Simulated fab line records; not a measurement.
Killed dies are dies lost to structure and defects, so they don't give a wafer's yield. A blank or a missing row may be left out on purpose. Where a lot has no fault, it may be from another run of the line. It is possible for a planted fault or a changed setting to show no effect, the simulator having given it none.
2 desks, one fault + flow sky130 + numbers are kept per desk, each desk with only its own; the story behind them comes last

== AT THE METROLOGY DESK ==
Means of the sampled wafers that have a number, per lot and without regard to the tool the lot ran on: this is what the gauges read. A lot is out of limits, marked OUT, if its mean lies more than 4 standard deviations from the usual mean; the brackets give that distance.
Columns: A = CAPM_TIN_THK at SKY_CAPM_THK_MEAS_04, usual 203.6 nm
| lot  | first seen here | A     |
|------|-----------------|-------|
| L566 | day 37 01:59    | 203.3 |
| L569 | day 37 13:25    | 199.1 |
| L570 | day 38 01:56    | 206.4 |
| L571 | day 38 04:59    | 201.8 |
| L572 | day 38 12:58    | 201.0 |
| L574 | day 39 03:08    | 205.1 |
| L578 | day 40 11:51    | 202.3 |
| L579 | day 40 21:19    | 201.8 |
| L581 | day 41 05:35    | 203.0 |
| L582 | day 41 11:56    | 205.0 |
| L586 | day 42 13:11    | 206.2 |
| L587 | day 42 17:50    | 204.7 |
Result from this desk: across the 12 lots, nothing is out of limits.

== DESK OF THE TOOL OWNER: pvd sputter-02 ==
The tool's own readings at SKY_METAL4_SPUTTER_03 (material Ti, target thk 5 nm, time 3.3 s): means of the sampled wafers that have a number, for each lot that ran on this tool. A lot is out of limits, marked OUT, if its mean lies more than 4 standard deviations from the usual mean; the brackets give that distance.
Columns: A = chamber pressure pa at SKY_METAL4_SPUTTER_03, usual 0.3999 Pa; B = throttle valve pct at SKY_METAL4_SPUTTER_03, usual 29.8 %
| lot  | first seen here | A                        | B               |
|------|-----------------|--------------------------|-----------------|
| L571 | day 41 10:50    | 0.3994                   | 29.6            |
| L574 | day 42 08:06    | 0.3992                   | 29.8            |
| L579 | day 43 23:26    | 0.2876 (-99 or more) OUT | 35.6 (+6.2) OUT |
| L581 | day 44 11:09    | 0.2871 (-99 or more) OUT | 34.8 (+5.3) OUT |
This desk's finding: out of limits on L579, L581; first on L579, day 43 23:26 (chamber pressure pa at SKY_METAL4_SPUTTER_03). L571, L574 stayed within limits.

== BROUGHT TOGETHER ==
On L579, L581, at day 43 23:26, an alarm was possible from the tool owner's desk.
Nothing out of limits was seen by the metrology desk.
The metrology desk has L579, L581 on record, within its limits.
On pvd sputter-02, each named lot ran SKY_METAL4_SPUTTER_03.

== WHAT HAD BEEN PUT IN BY THE SIMULATOR ==
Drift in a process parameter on pvd sputter-02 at SKY_METAL4_SPUTTER_03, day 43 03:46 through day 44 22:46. From 0.4, the setting chamber pressure pa moved by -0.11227. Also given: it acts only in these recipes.
Shown lots that were struck: L579, L581.
How many hours passed from the start of the fault until each desk's first out-of-limits reading: the tool owner's desk, 20.
